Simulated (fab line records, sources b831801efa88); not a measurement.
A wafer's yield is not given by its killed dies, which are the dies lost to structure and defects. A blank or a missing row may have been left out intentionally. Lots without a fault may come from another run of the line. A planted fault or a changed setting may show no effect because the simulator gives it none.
A lot that was struck, set against a sound lot	flow sky130	20 out of 708 route steps
Sound: the wafers L712.3, L712.4, L712.6. Wafers struck: L719.2, L719.3, L719.6. Last of all comes the cause.
For every step that has rows: the tool of each side, followed by ch and its chambers, followed by its first start. Under that, the readings that differ: sound wafers	struck wafers	difference of the means	sigmas: that difference in standard deviations of wafers without a fault.
alike: readings whose means differ by less than 2 such deviations, and words and numbers that are the same on both sides. not compared: withheld readings, readings that some wafer has no value for, bounds like >300 that may hide the same value, and numbers for which the record gives no deviation and whose values overlap.
Wherever a step has rows on one side only, a row that says differs or no value, or a row with sigmas, the two part there. When numbers do not overlap yet have no deviation, they are printed without sigmas and do not part them. Lack of a reading on every wafer of one side parts them only where that side has two or more wafers.

first, 3 steps without rows for these wafers: SKY_SD_P_EXPOSE_04 (exposes mask PSDM, target cd 380 nm); SKY_SD_P_PEB_05; SKY_SD_P_DEVELOP_06 (develop time 60 s).
SKY_SD_P_CD_MEAS_07: the cd target is 380 nm.
  sound on cd_sem-01, day 27 02:39; struck on cd_sem-02, day 29 14:02
  alike: cd_nm
SKY_SD_P_OVL_MEAS_08:
  sound on overlay-01, day 27 02:44; struck on overlay-01, day 29 14:08
  alike: SD_P_OVL
next, for these wafers, 1 step has no rows: SKY_SD_P_IMPLANT_09.
SKY_SD_P_STRIP_10: strips in O2/N2.
  sound on plasma_asher-03 ch 0,1, day 27 02:57; struck on plasma_asher-01 ch 0,1, day 29 14:19
  alike: drypump_motor_current_A, oes_product_au, strip_time_to_endpoint_s
  not compared: rf_hours_counter_h
SKY_SD_P_TW_MEAS_11:
  sound on film_metro-01, day 27 03:02; struck on film_metro-04, day 29 14:26
  alike: SD_P_TW
then, 4 steps without rows for these wafers: SKY_RES_XHIGH_DEHYDRATE_00 (time 60 s); SKY_RES_XHIGH_HMDS_01 (prime time 60 s); SKY_RES_XHIGH_COAT_02 (resist thk 1140 nm); SKY_RES_XHIGH_SOFTBAKE_03 (time 60 s).
SKY_RES_XHIGH_EXPOSE_04: exposes mask URPM, target cd 1270 nm.
  sound on iline_stepper-01 ch 0, day 27 17:48; struck on iline_stepper-02 ch 0, day 30 04:17
reading	sound	struck	difference	sigmas
mask	URPM#0 URPM#0 URPM#0	NSDM#0 NSDM#0 NSDM#0	differs	
  alike: focus_offset_nm
then, 3 steps without rows for these wafers: SKY_RES_XHIGH_PEB_05; SKY_RES_XHIGH_DEVELOP_06 (develop time 60 s); SKY_RES_XHIGH_IMPLANT_07.
SKY_RES_XHIGH_STRIP_08: strips in O2/N2.
  sound on plasma_asher-04 ch 0,1, day 28 07:32; struck on plasma_asher-04 ch 0, day 30 18:16
  alike: drypump_motor_current_A, oes_product_au, strip_time_to_endpoint_s
  not compared: rf_hours_counter_h
SKY_RES_XHIGH_TW_MEAS_09:
  sound on film_metro-04, day 28 07:38; struck on film_metro-04, day 30 18:22
reading	sound	struck	difference	sigmas
RES_XHIGH_TW	1653 1653 1658	30 30 30	-1625	-99 or more
then, 1 step without rows for these wafers: SKY_SD_N_DEHYDRATE_00 (time 60 s).
-- the record jumps here: 18 days lie between the struck wafers' starts before and after (it left off in module SD_N and takes up again in module PAD_OPEN, whose first step shown is number 708 of the route) --
SKY_PAD_OPEN_PROBE_99:
  sound on prober-02, day 46 23:56; struck on prober-02, day 48 17:35
reading	sound	struck	difference	sigmas
model.etest.res_ndiff.line_ohm_um	785.1 771.6 761.2	973.7 960.5 954	+190.1	
model.etest.nfet_g5v0d10v5.r_on_ohm_um	1892 1877 1902	1989 2012 2014	+115	
model.etest.sonos_uncharged.r_on_ohm_um	814.9 801 821.5	913.5 907.1 910.7	+98.0	
model.etest.nfet_01v8.r_on_ohm_um	821.1 814 836.9	867.1 841.5 846.5	+27.7	
model.etest.licon_ndiff.rc_ohm	185.4 177.6 182.8	217.4 216.3 219.5	+35.8	
model.etest.res_ndiff.rs_ohm_sq	121.5 121.1 121.5	148.2 147.8 148.3	+26.7	
model.etest.nfet_01v8_lvt.drive_ua_um	581.1 588.2 581	561.6 573.5 567.5	-15.9	
model.etest.res_ndiff_hv.rs_ohm_sq	115.3 115.8 115.3	135.1 136.2 135	+20.0	

## WHERE THEY PART
Earliest at SKY_RES_XHIGH_EXPOSE_04; latest, in this record, at SKY_RES_XHIGH_TW_MEAS_09.

WHY: what the simulator had put in
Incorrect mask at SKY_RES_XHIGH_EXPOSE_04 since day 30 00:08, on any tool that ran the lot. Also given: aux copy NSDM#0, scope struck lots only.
